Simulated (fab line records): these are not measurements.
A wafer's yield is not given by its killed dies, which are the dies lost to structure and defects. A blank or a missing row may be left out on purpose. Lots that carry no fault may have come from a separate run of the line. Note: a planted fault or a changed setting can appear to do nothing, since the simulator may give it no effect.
Problem report, 8D (eight disciplines) form, completed by code / flow sky130 / the parts of the form that need people (team, actions taken, sign-off) are left out

1. WHAT WENT WRONG
POLY_GATE_CVD_00_THK at SKY_POLY_GATE_THK_MEAS_01 reads a mean of 236.0 nm on 3 wafers of 1 lot; wafers without a fault read 180.5 nm with a standard deviation of 1.1. Measured from the usual mean, that is +50 standard deviations.
Seen first at day 19 18:22 on filmMetro-04, wafer L155.1. The record holds 33 wafers of 11 lots with a number at this step. Rule for "out", or "out of limits": more than 4 standard deviations from the usual mean. All remaining wafers that have a number are taken as sound.

2. WHAT IT IS, AND WHAT IT ISN'T
question=which readings at this step | is=POLY_GATE_CVD_00_THK | is not=-
question=which lots | is=L155 | is not=L139, L140, L141, L142, L143, L144, L145, L146, L147, L159
question=which wafers of those lots | is=all that have a number | is not=-
question=read on which gauges | is=filmMetro-04 | is not=filmMetro-01, filmMetro-02
question=when | is=from day 19 18:22 | is not=up to then (27 sound wafers); but 3 sound wafers of L159 came after

3. SUSPECTS, AND WHAT RULES EACH OUT
Counting: a tool stays on the suspect list if, at a process step up to the reading, it processed all lots that are out and no sound lot following the first of them.
- the gauge at SKY_POLY_GATE_THK_MEAS_01 has been ruled out. All the wafers that are out were read on filmMetro-04, but those of them that SKY_POLY_GATE_CVD_00 has rows for are out there too, on other tools.
- lpcvd-01 at SKY_POLY_GATE_CVD_00 (deposits poly-Si, target thk 180 nm, time 720 s): ruled out as a lasting fault. The sound lots L159 went through it after L155, its earliest lot that is out (day 19 17:10).
Left after counting: nothing in the record.

4. THE CAUSE (what the simulator had put in)
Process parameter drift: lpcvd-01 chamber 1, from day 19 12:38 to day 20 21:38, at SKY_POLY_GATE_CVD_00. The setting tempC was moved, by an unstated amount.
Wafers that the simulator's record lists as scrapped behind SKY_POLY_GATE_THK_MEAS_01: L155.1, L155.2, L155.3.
It was ruled out by counting, in error; the rule expects a fault to strike all lots run on its tool from its start on, and this fault did not.

5. SEQUENCE OF EFFECTS, ordered by route
Each row: a reading whose mean over the struck wafers that have a number lies more than 3 standard deviations from the usual. Readings are gone through only where the record gives a usual standard deviation; hours: the median, over the lots, of the time from a lot's start at the first step in this table giving one to that lot's start at this step; sigmas: the change measured in usual standard deviations.
hours=0; step=SKY_POLY_GATE_CVD_00; reading=spikeTcBottomC; usual=643.3 C; on struck wafers=653.7; change=+10.4; sigmas=+6.1
hours=0; step=SKY_POLY_GATE_CVD_00; reading=spikeTcCentreC; usual=620.2 C; on struck wafers=631.5; change=+11.3; sigmas=+10
hours=0; step=SKY_POLY_GATE_CVD_00; reading=spikeTcLowerC; usual=619.7 C; on struck wafers=631.1; change=+11.4; sigmas=+11
hours=0; step=SKY_POLY_GATE_CVD_00; reading=spikeTcTopC; usual=640.8 C; on struck wafers=653.6; change=+12.8; sigmas=+6.4
hours=0; step=SKY_POLY_GATE_CVD_00; reading=spikeTcUpperC; usual=618.1 C; on struck wafers=629.8; change=+11.7; sigmas=+12
hours=0; step=SKY_POLY_GATE_CVD_00; reading=susceptorTempC; usual=619.97 C; on struck wafers=631.79; change=+11.82; sigmas=+42
hours=1; step=SKY_POLY_GATE_THK_MEAS_01; reading=POLY_GATE_CVD_00_THK; usual=180.5 nm; on struck wafers=236.0; change=+55.5; sigmas=+50
It contains these process steps:
- SKY_POLY_GATE_CVD_00: deposits poly-Si, target thk 180 nm, time 720 s.

6. WHAT WOULD HAVE CAUGHT IT SOONER
Counted from the fault's start at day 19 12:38, it took 6 hours until the first out-of-limits reading at a measuring or inspecting step in this record, taken at day 19 18:22.
Tool's own readings at SKY_POLY_GATE_CVD_00, spikeTcBottomC, spikeTcCentreC, spikeTcLowerC, spikeTcTopC, spikeTcUpperC, susceptorTempC: out on all struck wafers the step has rows for; an alarm limit on them would have tripped on the first.
